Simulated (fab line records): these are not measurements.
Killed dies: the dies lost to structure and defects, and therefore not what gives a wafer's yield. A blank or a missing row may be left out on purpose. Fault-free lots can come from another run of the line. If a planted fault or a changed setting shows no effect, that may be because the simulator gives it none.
Chamber matching / flow sky130 / rie diel-04 running SKY_FIELD_ISO_ETCH_15: 4 sister chambers
The step etches the open film in CHF3/O2, stops on Si, target depth 180 nm, time 72 s. 7 wafers are shown with their chamber, then 6 later ones without.

WAFERS PAIRED WITH THEIR CHAMBERS
wafer=L426.5; chamber=1; oes product au (a.u.)=0.956; bias w (W)=200.5
wafer=L431.5; chamber=3; oes product au (a.u.)=0.939; bias w (W)=199.6
wafer=L434.3; chamber=2; oes product au (a.u.)=0.944; bias w (W)=200.3
wafer=L434.5; chamber=0; oes product au (a.u.)=0.952; bias w (W)=200.0
wafer=L434.6; chamber=3; oes product au (a.u.)=0.946; bias w (W)=200.5
wafer=L438.1; chamber=1; oes product au (a.u.)=0.958; bias w (W)=200.4
wafer=L438.2; chamber=2; oes product au (a.u.)=0.961; bias w (W)=199.6

WAFERS WITH NO CHAMBER GIVEN
wafer=L438.3; oes product au (a.u.)=0.959; bias w (W)=199.6
wafer=L442.3; oes product au (a.u.)=0.942; bias w (W)=200.8
wafer=L442.4; oes product au (a.u.)=0.951; bias w (W)=200.1
wafer=L442.6; oes product au (a.u.)=0.962; bias w (W)=200.5
wafer=L444.4; oes product au (a.u.)=0.949; bias w (W)=200.1
wafer=L444.5; oes product au (a.u.)=0.953; bias w (W)=199.2

WHICH CHAMBER EACH WENT THROUGH
wafer=L438.3; from the rows above=can't be placed: 2 or 0 or 1 or 3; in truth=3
wafer=L442.3; from the rows above=can't be placed: 3 or 1 or 0 or 2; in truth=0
wafer=L442.4; from the rows above=can't be placed: 0 or 2 or 1 or 3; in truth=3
wafer=L442.6; from the rows above=can't be placed: 1 or 0 or 2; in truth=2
wafer=L444.4; from the rows above=can't be placed: 0 or 2 or 3 or 1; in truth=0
wafer=L444.5; from the rows above=can't be placed: 2 or 0 or 3 or 1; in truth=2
Placed correctly: 0 of 6. Can't be placed from these rows: 6 (the true chamber is among the candidates in 6). 0 placed wrongly.
How it was worked out, from the rows above alone: a wafer's distance from a chamber is the root of the sum, over the readings, of the square of ((its reading less the chamber's mean) divided by the reading's scatter). If the next closest chamber is less than 2 further off than the closest, the wafer can't be placed; otherwise it belongs to the closest. Each chamber's mean is taken over the wafers shown for it. The scatter: take each reading less its chamber's mean, square it, sum over the shown wafers, divide by the number of wafers less the number of chambers, and take the root.
